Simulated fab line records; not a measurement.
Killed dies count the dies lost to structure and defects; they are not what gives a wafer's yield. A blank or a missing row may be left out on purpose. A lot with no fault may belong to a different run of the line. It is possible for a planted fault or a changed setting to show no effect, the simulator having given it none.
Which tool was responsible? / flow sky130 / 12 lots, 35 wafers sampled, at 6 steps of a route of 708

== WHAT EACH GAUGE READ, for each wafer ==
SKY_FIELD_ISO_THK_MEAS_04.
lot=L795; measured=day 1 14:32; on=filmMetro-03; FIELD_ISO_CVD_03_THK (nm)=165.7 165.7 165.7
lot=L796; measured=day 1 23:11; on=filmMetro-02; FIELD_ISO_CVD_03_THK (nm)=165.7 165.6 164.8
lot=L797; measured=day 2 03:23; on=filmMetro-02; FIELD_ISO_CVD_03_THK (nm)=164.8 164.8 165.5
lot=L798; measured=day 2 06:18; on=filmMetro-02; FIELD_ISO_CVD_03_THK (nm)=164.0 162.7 162.6
lot=L799; measured=day 2 11:50; on=filmMetro-03; FIELD_ISO_CVD_03_THK (nm)=163.5 164.3 164.3
lot=L800; measured=day 2 16:33; on=filmMetro-03; FIELD_ISO_CVD_03_THK (nm)=166.4 166.7 165.8
lot=L801; measured=day 2 19:29; on=filmMetro-01; FIELD_ISO_CVD_03_THK (nm)=166.6 165.8 166.7
lot=L802; measured=day 3 01:30; on=filmMetro-03; FIELD_ISO_CVD_03_THK (nm)=165.2 166.5 165.8
lot=L803; measured=day 3 09:49; on=filmMetro-03; FIELD_ISO_CVD_03_THK (nm)=162.6 164.1 163.4
lot=L804; measured=day 3 12:01; on=filmMetro-02; FIELD_ISO_CVD_03_THK (nm)=169.1 167.8
lot=L806; measured=day 4 01:07; on=filmMetro-02; FIELD_ISO_CVD_03_THK (nm)=166.7 164.8 166.5
lot=L807; measured=day 4 04:07; on=filmMetro-02; FIELD_ISO_CVD_03_THK (nm)=168.1 168.2 168.0

SKY_FIELD_ISO_THK_MEAS_25.
lot=L795; measured=day 2 08:41; on=filmMetro-02; FIELD_ISO_CVD_24_THK (nm)=595 600 607
lot=L796; measured=day 2 15:49; on=filmMetro-03; FIELD_ISO_CVD_24_THK (nm)=593 598 594
lot=L797; measured=day 2 21:52; on=filmMetro-01; FIELD_ISO_CVD_24_THK (nm)=598 592 589
lot=L798; measured=day 3 00:33; on=filmMetro-02; FIELD_ISO_CVD_24_THK (nm)=598 601 597
lot=L799; measured=day 3 07:24; on=filmMetro-01; FIELD_ISO_CVD_24_THK (nm)=599 599 603
lot=L800; measured=day 3 11:32; on=filmMetro-02; FIELD_ISO_CVD_24_THK (nm)=593 602 599
lot=L801; measured=day 3 14:16; on=filmMetro-01; FIELD_ISO_CVD_24_THK (nm)=592 594 598
lot=L802; measured=day 3 21:13; on=filmMetro-02; FIELD_ISO_CVD_24_THK (nm)=602 594 599
lot=L803; measured=day 4 03:41; on=filmMetro-03; FIELD_ISO_CVD_24_THK (nm)=595 599 596
lot=L804; measured=day 4 06:37; on=filmMetro-01; FIELD_ISO_CVD_24_THK (nm)=797 796 798 795
lot=L806; measured=day 4 21:02; on=filmMetro-02; FIELD_ISO_CVD_24_THK (nm)=592 596 595
lot=L807; measured=day 5 00:05; on=filmMetro-02; FIELD_ISO_CVD_24_THK (nm)=599 595 790 598 595 790

SKY_NWELL_TW_MEAS_26.
lot=L795; measured=day 5 08:32; on=filmMetro-01; NWELL_2_TW=505 507 504
lot=L796; measured=day 5 17:41; on=filmMetro-01; NWELL_2_TW=503 502 503
lot=L797; measured=day 6 02:20; on=filmMetro-04; NWELL_2_TW=501 500 500
lot=L798; measured=day 6 08:14; on=filmMetro-04; NWELL_2_TW=500 499 498
lot=L799; measured=day 6 11:50; on=filmMetro-03; NWELL_2_TW=498 493 496
lot=L800; measured=day 6 19:34; on=filmMetro-01; NWELL_2_TW=503 505 504
lot=L801; measured=day 6 22:20; on=filmMetro-01; NWELL_2_TW=504 502 500
lot=L802; measured=day 7 05:02; on=filmMetro-04; NWELL_2_TW=493 498 498
lot=L803; measured=day 7 11:12; on=filmMetro-04; NWELL_2_TW=500 497 497
lot=L804; measured=day 7 17:35; on=filmMetro-04; NWELL_2_TW=497 496
lot=L806; measured=day 8 08:23; on=filmMetro-03; NWELL_2_TW=498 497 500
lot=L807; measured=day 8 13:25; on=filmMetro-03; NWELL_2_TW=501 502 498

SKY_VT_ADJUST_HVTR_CD_MEAS_07: target cd 380 nm.
lot=L795; measured=day 9 16:08; on=cdSem-02; cdNm (nm)=374.8 377.1 375.1
lot=L796; measured=day 10 03:10; on=cdSem-01; cdNm (nm)=381.1 382.0 382.0
lot=L797; measured=day 10 12:59; on=cdSem-02; cdNm (nm)=380.2 378.7 377.6
lot=L798; measured=day 10 19:16; on=cdSem-01; cdNm (nm)=377.0 375.0 377.8
lot=L799; measured=day 10 22:13; on=cdSem-01; cdNm (nm)=376.0 377.8 376.9
lot=L800; measured=day 11 09:41; on=cdSem-02; cdNm (nm)=384.8 384.2 386.4
lot=L801; measured=day 11 12:43; on=cdSem-02; cdNm (nm)=382.5 381.2 382.8
lot=L802; measured=day 11 19:19; on=cdSem-01; cdNm (nm)=382.8 382.6 383.8
lot=L803; measured=day 12 03:48; on=cdSem-02; cdNm (nm)=380.4 383.7 381.4
lot=L804; measured=day 12 11:14; on=cdSem-02; cdNm (nm)=383.1 384.1
lot=L806; measured=day 13 04:02; on=cdSem-01; cdNm (nm)=378.9 382.3 381.3
lot=L807; measured=day 13 10:35; on=cdSem-01; cdNm (nm)=379.2 376.1 378.5

== WHICH TOOL RAN EACH LOT (tool, then ch and the chambers of the sampled wafers, then the start) ==
lot=L795; SKY_FIELD_ISO_CVD_24=hdpcvd-01 ch 0,1,2, day 2 08:37; SKY_FIELD_ISO_CMP_27=cmp-02 ch 0,2,3, day 2 11:14
lot=L796; SKY_FIELD_ISO_CVD_24=hdpcvd-01 ch 1,2, day 2 15:45; SKY_FIELD_ISO_CMP_27=cmp-02 ch 0,2,3, day 2 17:23
lot=L797; SKY_FIELD_ISO_CVD_24=hdpcvd-02 ch 0,1,2, day 2 21:47; SKY_FIELD_ISO_CMP_27=cmp-01 ch 0,1,2, day 3 00:27
lot=L798; SKY_FIELD_ISO_CVD_24=hdpcvd-01 ch 1,2, day 3 00:29; SKY_FIELD_ISO_CMP_27=cmp-01 ch 1,3, day 3 03:10
lot=L799; SKY_FIELD_ISO_CVD_24=hdpcvd-02 ch 1,2, day 3 07:19; SKY_FIELD_ISO_CMP_27=cmp-02 ch 2,3, day 3 10:13
lot=L800; SKY_FIELD_ISO_CVD_24=hdpcvd-02 ch 1,2, day 3 11:27; SKY_FIELD_ISO_CMP_27=cmp-02 ch 0,2,3, day 3 14:14
lot=L801; SKY_FIELD_ISO_CVD_24=hdpcvd-02 ch 0,1,2, day 3 14:12; SKY_FIELD_ISO_CMP_27=cmp-02 ch 0,2,3, day 3 17:12
lot=L802; SKY_FIELD_ISO_CVD_24=hdpcvd-02 ch 0,1,2, day 3 21:07; SKY_FIELD_ISO_CMP_27=cmp-02 ch 1,2,3, day 3 22:49
lot=L803; SKY_FIELD_ISO_CVD_24=hdpcvd-02 ch 0,1, day 4 03:35; SKY_FIELD_ISO_CMP_27=cmp-02 ch 1,2,3, day 4 05:19
lot=L804; SKY_FIELD_ISO_CVD_24=hdpcvd-02 ch 0, day 4 06:32; SKY_FIELD_ISO_CMP_27=cmp-01 ch 0,3, day 4 12:29
lot=L806; SKY_FIELD_ISO_CVD_24=hdpcvd-01 ch 0,1,2, day 4 20:58; SKY_FIELD_ISO_CMP_27=cmp-01 ch 0,1,3, day 4 22:41
lot=L807; SKY_FIELD_ISO_CVD_24=hdpcvd-02 ch 1,2, day 4 23:59; SKY_FIELD_ISO_CMP_27=cmp-02 ch 1,2, day 5 03:47
- SKY_FIELD_ISO_CVD_24: deposits SiO2, target thk 595 nm, time 99.2 s.
- SKY_FIELD_ISO_CMP_27: polishes, stops on Si3N4, t overpolish 16 s, target thk 457.8 nm.

== WHAT THE TOOLS THEMSELVES READ (means of the sampled wafers that have a number; where no wafer has one, the mark that the record gives instead) ==
SKY_FIELD_ISO_CMP_27.
lot=L795; tool=cmp-02; motorCurrentA (A)=12.8; timeToEndpointS (s)=112
lot=L796; tool=cmp-02; motorCurrentA (A)=12.9; timeToEndpointS (s)=110
lot=L797; tool=cmp-01; motorCurrentA (A)=13.1; timeToEndpointS (s)=116
lot=L798; tool=cmp-01; motorCurrentA (A)=13.0; timeToEndpointS (s)=110
lot=L799; tool=cmp-02; motorCurrentA (A)=11.6; timeToEndpointS (s)=108
lot=L800; tool=cmp-02; motorCurrentA (A)=12.8; timeToEndpointS (s)=111
lot=L801; tool=cmp-02; motorCurrentA (A)=13.0; timeToEndpointS (s)=105
lot=L802; tool=cmp-02; motorCurrentA (A)=12.2; timeToEndpointS (s)=112
lot=L803; tool=cmp-02; motorCurrentA (A)=11.9; timeToEndpointS (s)=108
lot=L804; tool=cmp-01; motorCurrentA (A)=12.3; timeToEndpointS (s)=152
lot=L806; tool=cmp-01; motorCurrentA (A)=12.9; timeToEndpointS (s)=114
lot=L807; tool=cmp-02; motorCurrentA (A)=12.6; timeToEndpointS (s)=121

== THE ANSWER, worked out from the rows above alone ==
Rule: usual is defined by the lots themselves. Put in order of their means at a reading, lots are off if they are a third of the lots or fewer, leave a main group of 4 or more, and stand apart from it by a gap of 3 or more times the standard deviation of the main group's means; of several such gaps the widest counts. Not used: any main group whose means are identical at the precision the tables above print for the reading. A lot without any number at a reading at which 4 lots or more have one is off too. All remaining lots with rows at the step are treated as sound. The gauges are gone through in route order, then the tools' own readings, and for those a lot's mean is taken as printed above. At the first step where some lot is off, the reading lying furthest off is the one used; lots without a number count as furthest.
Off: at SKY_FIELD_ISO_THK_MEAS_25 (FIELD_ISO_CVD_24_THK), L804, L807. The main group has a mean of 597 nm with a standard deviation of 2.5.
A tool fits if, at a process step before that reading, it ran every lot that is off, and no sound lot after the first of them. The gauges at SKY_FIELD_ISO_THK_MEAS_25 are tried like those tools. One fits: SKY_FIELD_ISO_CVD_24 on hdpcvd-02. A fault onset in the window from L803 (day 4 03:35, its last sound lot) to L804 (day 4 06:32, its first lot off) fits.

== WHAT THE SIMULATOR PUT IN ==
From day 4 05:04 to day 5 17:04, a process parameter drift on hdpcvd-02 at SKY_FIELD_ISO_CVD_24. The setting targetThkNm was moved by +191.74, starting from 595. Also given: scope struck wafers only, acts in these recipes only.
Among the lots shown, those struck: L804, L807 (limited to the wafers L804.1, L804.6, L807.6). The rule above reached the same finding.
